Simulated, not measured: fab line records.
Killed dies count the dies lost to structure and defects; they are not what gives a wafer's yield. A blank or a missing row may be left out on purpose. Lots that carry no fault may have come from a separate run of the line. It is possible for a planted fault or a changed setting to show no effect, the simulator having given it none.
8D (eight disciplines) problem report, filled in by code / flow sky130 / the parts of the form that need people (team, actions taken, sign-off) are left out

## 1. WHAT IS WRONG
plateTempC at SKY_METAL1_SOFTBAKE_11 reads a mean of 100.92 C on 9 wafers of 3 lots; wafers without a fault read 99.98 C with a standard deviation of 0.11. That is +8.5 standard deviations from the usual mean.
The step: time 90 s.
First observed at day 37 09:00: wafer L873.2, on lithoTrack-01. The record holds 36 wafers of 12 lots with a number at this step. Rule for "out" (also "out of limits"): further than 4 standard deviations from the usual mean. The rest of the wafers with a number are treated as sound.

## 2. WHAT IT IS, WHAT IT ISN'T
question=which readings at this step | is=plateTempC, heaterPowerTotalW | is not=-
question=which lots | is=L873, L874, L876 | is not=L857, L862, L863, L864, L867, L868, L870, L871, L875
question=which wafers of those lots | is=all that have a number | is not=-
question=read on which tools | is=lithoTrack-01 | is not=lithoTrack-02, lithoTrack-04
question=when | is=from day 37 09:00 | is not=up to then (24 sound wafers); but 3 sound wafers of L875 came after

## 3. WHAT RULES OUT EACH SUSPECT
Counting: a tool at a process step up to the reading stays a suspect if it ran every lot that is out and no sound lot after the first of them.
- lithoTrack-01 at SKY_METAL1_SOFTBAKE_11 (time 90 s): kept. All lots that are out passed through it, beginning with L873 at day 37 09:00, and no sound lot followed; its final sound lot before that point was L868 at day 36 15:00. On those wafers its own readings are out: heaterPowerTotalW, plateTempC.
The count leaves lithoTrack-01 at SKY_METAL1_SOFTBAKE_11.

## 4. THE CAUSE (what the simulator had put in)
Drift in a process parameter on lithoTrack-01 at SKY_METAL1_SOFTBAKE_11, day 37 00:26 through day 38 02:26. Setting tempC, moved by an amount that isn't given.
This tool alone remained once counting was done.

## 5. THE CHAIN OF EFFECTS, in route order
Each row: a reading where the mean over the struck wafers with a number is more than 3 standard deviations away from the usual. Readings are gone through only where the record gives a usual standard deviation; hours: the median, over the lots, of the time from a lot's start at the first step in this table giving one to that lot's start at this step; sigmas: the change measured in usual standard deviations.
hours=0; step=SKY_METAL1_SOFTBAKE_11; reading=heaterPowerTotalW; usual=57.35 W; on struck wafers=58.02; change=+0.67; sigmas=+6.1
hours=0; step=SKY_METAL1_SOFTBAKE_11; reading=plateTempC; usual=99.98 C; on struck wafers=100.92; change=+0.94; sigmas=+8.5
Its process steps:
- SKY_METAL1_SOFTBAKE_11: time 90 s.

## 6. WHAT WOULD HAVE CAUGHT IT SOONER
The fault began at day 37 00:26; the first out-of-limits reading in this record came at day 37 09:00, 9 hours later.
